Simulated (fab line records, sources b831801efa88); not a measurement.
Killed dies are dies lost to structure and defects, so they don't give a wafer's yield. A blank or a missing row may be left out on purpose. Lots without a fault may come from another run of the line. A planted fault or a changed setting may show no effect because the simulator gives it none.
A struck lot beside a sound one | flow sky130 | 15 steps out of a route of 708
Sound: wafers L122.2, L122.4, L122.5. Struck: wafer L132.1. (L132.3, L132.4 of the same lot were not struck and are left out.) The cause comes at the end.
At each step with rows: each side's tool, then ch and its chambers, then its first start. Under that, the readings that differ: sound wafers | struck wafers | difference of the means | sigmas: that difference in standard deviations of wafers without a fault.
alike: readings whose means differ by less than 2 such deviations, and words and numbers that are the same on both sides. not compared: withheld readings, readings that some wafer has no value for, bounds like >300 that may hide the same value, and numbers for which the record gives no deviation and whose values overlap.
The two part at a step that has a row with sigmas, a row that says differs or no value, or rows on one side only. Numbers that don't overlap but have no deviation are shown without sigmas and don't part them. A reading that every wafer of one side lacks parts them only if that side has two wafers or more.

first, 2 steps without rows for these wafers: SKY_METAL4_PEB_11; SKY_METAL4_DEVELOP_12 (develop time 60 s).
SKY_METAL4_CD_MEAS_13: target cd 300 nm.
  sound on cd_sem-01, day 43 08:43; struck on cd_sem-01, day 46 01:34
  alike: cd_nm
SKY_METAL4_OVL_MEAS_14:
  sound on overlay-02, day 43 08:49; struck on overlay-01, day 46 01:41
  alike: METAL4_OVL
SKY_METAL4_DESCUM_15: chemistry O2, time 8 s.
  sound on rie_metal-03 ch 0,1, day 43 08:51; struck on rie_metal-04 ch 1, day 46 01:43
  alike: drypump_motor_current_A, oes_product_au
  not compared: rf_hours_counter_h
SKY_METAL4_ETCH_16: etches BARC in N2/H2, stops on SiO2, time 88.2 s, target depth 60 nm.
  sound on rie_metal-03 ch 0,1, day 43 08:53; struck on rie_metal-04 ch 1, day 46 01:44
  alike: bias_w, drypump_motor_current_A, oes_product_au, throttle_valve_pct
  not compared: rf_hours_counter_h
SKY_METAL4_ETCH_17: etches SiO2 in C4F8/O2/Ar, stops on TiN, time 3.9 s, target depth 15 nm.
  sound on rie_diel-01 ch 0,2, day 43 08:59; struck on rie_diel-04 ch 1, day 46 01:50
  reading               | sound             | struck | difference | sigmas
  oes_product_au (a.u.) | 0.755 0.762 0.762 | 0.737  | -0.023     | -3
  alike: bias_w
then, 1 step without rows for these wafers: SKY_METAL4_METAL_ETCH_18 (etches the open film in Cl2/BCl3, stops on SiO2, target depth 845 nm, time 183.1 s).
SKY_METAL4_STRIP_19: strips in O2/N2.
  sound on plasma_asher-01 ch 0,1, day 43 09:11; struck on plasma_asher-04 ch 0, day 46 02:02
  reading               | sound             | struck | difference | sigmas
  oes_product_au (a.u.) | 0.517 0.505 0.501 | 0.490  | -0.018     | -3
  alike: drypump_motor_current_A, strip_time_to_endpoint_s
  not compared: rf_hours_counter_h
then, 3 steps without rows for these wafers: SKY_METAL4_STRIP_20 (strips in post etch residue remover, time 1200 s); SKY_METAL4_CLEAN_21 (cleans in IPA, time 180 s); SKY_METAL4_CLEAN_22 (cleans in O3/DIW).
SKY_VIA4_HDPCVD_00: deposits SiO2, target thk 1750 nm, time 291.7 s.
  sound on hdpcvd-01 ch 0,1, day 43 09:47; struck on hdpcvd-02 ch 0, day 46 02:38
  reading                                  | sound             | struck | difference | sigmas
  run_length_s (s)                         | 319.3 319.3 319.6 | 401.5  | +82.1      | +99 or more
  model.SiO2_of_VIA4_HDPCVD_00.thk_nm (nm) | 1770 1743 1736    | 2203   | +453       |
SKY_VIA4_THK_MEAS_01:
  sound on film_metro-03, day 43 09:59; struck on film_metro-03, day 46 03:02
  reading              | sound          | struck | difference | sigmas
  VIA4_HDPCVD_THK (nm) | 1769 1743 1735 | 2205   | +456       | +27
  not compared: hold
SKY_VIA4_CMP_02: polishes SiO2.
  sound on cmp-01 ch 2,3, day 43 10:02; struck on cmp-02 ch 2, day 46 08:10
  reading | sound | struck                   | difference                   | sigmas
  hold    | - - - | await_dispo/1.9h/release | no value on the sound wafers |
  alike: motor_current_A

WHERE THEY PART
First at SKY_METAL4_ETCH_17; last, within this record, at SKY_VIA4_CMP_02.

WHY: what the simulator had put in
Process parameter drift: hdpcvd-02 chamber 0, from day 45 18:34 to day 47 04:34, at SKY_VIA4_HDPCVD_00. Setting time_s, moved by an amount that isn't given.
